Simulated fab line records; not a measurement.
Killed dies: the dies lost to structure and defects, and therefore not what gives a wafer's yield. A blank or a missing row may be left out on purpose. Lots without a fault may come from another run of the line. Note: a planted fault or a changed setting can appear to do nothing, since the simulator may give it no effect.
What tool caused it? / flow gf180mcu / 6 lots, 18 wafers sampled, at 3 steps of a route of 602

== WHAT THE GAUGES READ, wafer by wafer ==
GF_VT_IMPLANT_OVL_MEAS_29.
lot=L540; measured=day 8 07:23; on=overlay-01; VT_IMPLANT_02_OVL (nm)=0.9 1.4 0.8
lot=L544; measured=day 9 07:38; on=overlay-01; VT_IMPLANT_02_OVL (nm)=1.6 1.2 0.4
lot=L546; measured=day 9 19:50; on=overlay-01; VT_IMPLANT_02_OVL (nm)=- - -
lot=L553; measured=day 12 01:08; on=overlay-02; VT_IMPLANT_02_OVL (nm)=-0.8 -0.4 0.4
lot=L556; measured=day 12 13:58; on=overlay-02; VT_IMPLANT_02_OVL (nm)=1.9 2.2 2.5
lot=L558; measured=day 13 04:35; on=overlay-02; VT_IMPLANT_02_OVL (nm)=-0.8 -0.1 -0.3

== TOOL THAT RAN EACH LOT (tool first, then ch and the chambers of the sampled wafers, then the start) ==
lot=L540; GF_STI_CMP_25=cmp-02 ch 0,2,3, day 3 06:11; GF_VT_IMPLANT_COAT_24=litho_track-02 ch 0, day 7 22:47
lot=L544; GF_STI_CMP_25=cmp-02 ch 2,3, day 4 01:37; GF_VT_IMPLANT_COAT_24=litho_track-02 ch 0, day 8 22:56
lot=L546; GF_STI_CMP_25=cmp-01 ch 0,1, day 4 12:29; GF_VT_IMPLANT_COAT_24=litho_track-01, day 9 10:58
lot=L553; GF_STI_CMP_25=cmp-01 ch 0,1,3, day 6 03:36; GF_VT_IMPLANT_COAT_24=litho_track-04 ch 0, day 11 15:17
lot=L556; GF_STI_CMP_25=cmp-02 ch 0,1,3, day 6 15:47; GF_VT_IMPLANT_COAT_24=litho_track-02 ch 0, day 12 04:13
lot=L558; GF_STI_CMP_25=cmp-01 ch 0,1,3, day 7 03:11; GF_VT_IMPLANT_COAT_24=litho_track-04 ch 0, day 12 18:14
- GF_STI_CMP_25: polishes, stops on Si3N4, t overpolish 33 s, target thk 524.6 nm.
- GF_VT_IMPLANT_COAT_24: resist thk 1000 nm.

== THE ANSWER, worked out from the rows above alone ==
Rule: the usual values come from the lots themselves. The widest of any qualifying gaps counts: lots, ordered by their means at a reading, are off when they make up no more than a third of the lots, leave a main group of 4 or more, and stand apart from it by 3 or more times the standard deviation of that group's means. Not used: any main group whose means are identical at the precision the tables above print for the reading. A lot without any number at a reading at which 4 lots or more have one is off too. The other lots that the step has rows for count as sound.
Off: L546, seen at GF_VT_IMPLANT_OVL_MEAS_29 (VT_IMPLANT_02_OVL). Without a number there: L546. For the main group the mean is 0.7 nm and the standard deviation 0.96.
A tool fits if, at a process step before that reading, it ran every lot that is off, and no sound lot after the first of them. Gauges at GF_VT_IMPLANT_OVL_MEAS_29: tried the same way as those tools. This does not decide it: 2 tools fit, namely litho_track-01 at GF_VT_IMPLANT_COAT_24 and overlay-01 at GF_VT_IMPLANT_OVL_MEAS_29.

== WHAT HAD BEEN PUT IN BY THE SIMULATOR ==
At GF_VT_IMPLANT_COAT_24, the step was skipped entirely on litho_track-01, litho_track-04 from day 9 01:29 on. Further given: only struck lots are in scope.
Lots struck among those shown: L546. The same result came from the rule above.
